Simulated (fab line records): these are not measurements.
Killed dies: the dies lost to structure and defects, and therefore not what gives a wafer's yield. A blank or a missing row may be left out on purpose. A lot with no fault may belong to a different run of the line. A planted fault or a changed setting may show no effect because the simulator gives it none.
What tool caused it? -- flow gf180mcu -- 7 lots, 21 wafers sampled, at 1 step of a route of 602

## WHAT THE GAUGES READ, wafer by wafer
GF_V5_THK_MEAS_01.
lot,measured,on,V5_CVD_00_THK (nm)
L676,day 27 08:09,film-metro-01,295 298 296
L678,day 28 03:50,film-metro-03,295 294 297
L680,day 29 00:28,film-metro-03,304 301 303
L682,day 29 10:28,film-metro-01,299 293 297
L690,day 31 17:47,film-metro-03,305 306 306
L693,day 32 06:24,film-metro-01,299 300 299
L695,day 32 17:22,film-metro-04,298 306 299

## WHAT TOOL EACH LOT RAN ON (gives the tool, then ch and the chambers of the sampled wafers, and finally the start)
Before these readings, the record contains no process step.

## THE ANSWER, worked out from the rows above alone
Rule: the usual values come from the lots themselves. Put in order of their means at a reading, lots are off if they are a third of the lots or fewer, leave a main group of 4 or more, and stand apart from it by a gap of 3 or more times the standard deviation of the main group's means; of several such gaps the widest counts. The tables above print the reading to a certain number of digits; a main group whose means all agree to those digits is not used. A lot without any number at a reading at which 4 lots or more have one is off too. The other lots that the step has rows for count as sound.
Across all readings shown, no lot is off: no conclusion can be drawn from this.

## WHAT THE SIMULATOR PUT IN
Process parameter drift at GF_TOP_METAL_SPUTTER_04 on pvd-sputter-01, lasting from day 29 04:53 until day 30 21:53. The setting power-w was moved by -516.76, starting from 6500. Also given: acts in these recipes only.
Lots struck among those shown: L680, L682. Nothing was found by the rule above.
